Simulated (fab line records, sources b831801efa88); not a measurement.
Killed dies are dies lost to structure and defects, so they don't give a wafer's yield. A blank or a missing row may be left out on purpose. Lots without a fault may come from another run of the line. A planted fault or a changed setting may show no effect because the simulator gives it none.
Which tool did it? | flow gf180mcu | 13 lots, 39 wafers sampled, at 5 steps of a route of 602

WHAT THE GAUGES READ, wafer by wafer
GF_SALICIDE_RS_MEAS_04: measures by four-point-probe.
lot  | measured     | on            | SALICIDE_TIN_RS (ohm/sq)
L150 | day 15 02:08 | film_metro-02 | 16.29 16.48 16.25
L151 | day 15 15:00 | film_metro-02 | 16.26 16.55 16.77
L152 | day 15 20:51 | film_metro-03 | 16.49 16.02 16.46
L153 | day 16 08:04 | film_metro-04 | 16.79 16.62 16.54
L154 | day 16 16:35 | film_metro-02 | 16.77 16.57 16.21
L157 | day 17 22:32 | film_metro-02 | 16.25 16.56 16.60
L158 | day 18 02:23 | film_metro-03 | 16.42 16.18 16.26
L159 | day 18 11:11 | film_metro-03 | 16.29 16.09 16.06
L160 | day 18 19:18 | film_metro-04 | 21.83 16.14 21.90 21.80 16.15 21.89
L161 | day 19 07:32 | film_metro-02 | 16.13 21.50 16.09 16.11 21.53 16.07
L169 | day 22 07:41 | film_metro-04 | 16.09 16.23 16.24
L170 | day 22 07:59 | film_metro-03 | 16.13 16.52 16.26
L172 | day 23 03:40 | film_metro-04 | 16.59 16.59 16.47

GF_CONTACT_RS_MEAS_25: measures by four-point-probe.
lot  | measured     | on            | CONTACT_W_RS (ohm/sq)
L150 | day 15 23:38 | film_metro-02 | 0.389 0.377 0.373
L151 | day 16 17:34 | film_metro-04 | 0.389 0.374 0.381
L152 | day 16 20:30 | film_metro-04 | 0.378 0.382 0.380
L153 | day 17 09:03 | film_metro-02 | 0.373 0.374 0.387
L154 | day 17 17:25 | film_metro-04 | 0.394 0.376 0.395
L157 | day 19 01:17 | film_metro-01 | 0.378 0.368 0.370
L158 | day 19 04:14 | film_metro-02 | 0.376 0.376 0.375
L159 | day 19 13:23 | film_metro-01 | 0.374 0.376 0.372
L160 | day 19 21:46 | film_metro-04 | 0.374 0.389 0.384
L161 | day 20 09:48 | film_metro-01 | 0.387 0.375 0.379
L169 | day 23 08:59 | film_metro-04 | 0.366 0.368 0.380
L170 | day 23 10:19 | film_metro-02 | 0.379 0.372 0.381
L172 | day 24 04:07 | film_metro-02 | 0.382 0.382 0.378

GF_M1_OVL_MEAS_15.
lot  | measured     | on         | M1_OVL (nm)
L150 | day 16 22:47 | overlay-01 | 0 -8 -3
L151 | day 17 17:27 | overlay-01 | -2 6 4
L152 | day 17 20:28 | overlay-01 | 7 5 0
L153 | day 18 09:24 | overlay-02 | -2 2 8
L154 | day 18 17:41 | overlay-01 | -11 -6 -5
L157 | day 20 02:23 | overlay-02 | -4 -2 -9
L158 | day 20 04:35 | overlay-01 | -5 0 -1
L159 | day 20 14:05 | overlay-02 | -8 -9 -9
L160 | day 20 22:14 | overlay-02 | -5 -6 -1
L161 | day 21 10:07 | overlay-01 | -4 2 -4
L169 | day 24 08:23 | overlay-01 | -7 -5 5
L170 | day 24 10:02 | overlay-01 | -3 2 -10
L172 | day 25 02:29 | overlay-01 | -17 -6 -10

WHICH TOOL RAN EACH LOT (tool, then ch and the chambers of the sampled wafers, then the start)
lot  | GF_SALICIDE_SPUTTER_02       | GF_M1_SPUTTER_01
L150 | pvd_sputter-04, day 15 02:02 | pvd_sputter-04, day 16 00:21
L151 | pvd_sputter-03, day 15 14:53 | pvd_sputter-02, day 16 18:05
L152 | pvd_sputter-02, day 15 20:47 | pvd_sputter-04, day 16 21:05
L153 | pvd_sputter-03, day 16 07:59 | pvd_sputter-04, day 17 09:35
L154 | pvd_sputter-02, day 16 16:30 | pvd_sputter-02, day 17 17:58
L157 | pvd_sputter-04, day 17 22:29 | pvd_sputter-01, day 19 01:52
L158 | pvd_sputter-02, day 18 02:18 | pvd_sputter-02, day 19 04:47
L159 | pvd_sputter-04, day 18 11:08 | pvd_sputter-02, day 19 13:58
L160 | pvd_sputter-04, day 18 19:14 | pvd_sputter-02, day 19 22:20
L161 | pvd_sputter-04, day 19 07:26 | pvd_sputter-04, day 20 10:20
L169 | pvd_sputter-02, day 22 07:38 | pvd_sputter-04, day 23 09:50
L170 | pvd_sputter-04, day 22 07:56 | pvd_sputter-01, day 23 11:15
L172 | pvd_sputter-02, day 23 03:36 | pvd_sputter-02, day 24 04:40
- GF_SALICIDE_SPUTTER_02: material Co, target thk 10 nm, time 20 s.
- GF_M1_SPUTTER_01: material TiN, target thk 30 nm, time 25 s.

WHAT THE TOOLS THEMSELVES READ (means of the sampled wafers that have a number; where no wafer has one, the mark that the record gives instead)
GF_SALICIDE_SPUTTER_02.
lot  | tool           | throttle_valve_pct (%)
L150 | pvd_sputter-04 | 30.3
L151 | pvd_sputter-03 | 28.7
L152 | pvd_sputter-02 | 30.2
L153 | pvd_sputter-03 | 30.3
L154 | pvd_sputter-02 | 29.9
L157 | pvd_sputter-04 | 30.2
L158 | pvd_sputter-02 | 29.7
L159 | pvd_sputter-04 | 30.9
L160 | pvd_sputter-04 | 30.0
L161 | pvd_sputter-04 | 30.1
L169 | pvd_sputter-02 | 30.1
L170 | pvd_sputter-04 | 29.9
L172 | pvd_sputter-02 | 30.0

GF_M1_SPUTTER_01.
lot  | tool           | throttle_valve_pct (%)
L150 | pvd_sputter-04 | 30.7
L151 | pvd_sputter-02 | 30.1
L152 | pvd_sputter-04 | 30.7
L153 | pvd_sputter-04 | 30.9
L154 | pvd_sputter-02 | 30.5
L157 | pvd_sputter-01 | 29.8
L158 | pvd_sputter-02 | 29.9
L159 | pvd_sputter-02 | 29.9
L160 | pvd_sputter-02 | 30.1
L161 | pvd_sputter-04 | 30.5
L169 | pvd_sputter-04 | 30.2
L170 | pvd_sputter-01 | 30.1
L172 | pvd_sputter-02 | 30.0

THE ANSWER, worked out from the rows above alone
Rule: what is usual is taken from the lots themselves. Put in order of their means at a reading, lots are off if they are a third of the lots or fewer, leave a main group of 4 or more, and stand apart from it by a gap of 3 or more times the standard deviation of the main group's means; of several such gaps the widest counts. A main group whose means are all the same, to the digits that the tables above print for the reading, isn't used. A lot without any number at a reading at which 4 lots or more have one is off too. The other lots that the step has rows for count as sound. The gauges are gone through in route order, then the tools' own readings, and for those a lot's mean is taken as printed above. The first step at which some lot is off is used, and at that step the reading that is off furthest; a lot without a number counts as furthest.
Off: L160, L161, at GF_SALICIDE_RS_MEAS_04 (SALICIDE_TIN_RS). The main group: mean 16.39 ohm/sq, standard deviation 0.15.
A tool fits if, at a process step before that reading, it ran every lot that is off, and no sound lot after the first of them. The gauges at GF_SALICIDE_RS_MEAS_04 are tried like those tools. None of those tried fits.

WHAT THE SIMULATOR HAD PUT IN
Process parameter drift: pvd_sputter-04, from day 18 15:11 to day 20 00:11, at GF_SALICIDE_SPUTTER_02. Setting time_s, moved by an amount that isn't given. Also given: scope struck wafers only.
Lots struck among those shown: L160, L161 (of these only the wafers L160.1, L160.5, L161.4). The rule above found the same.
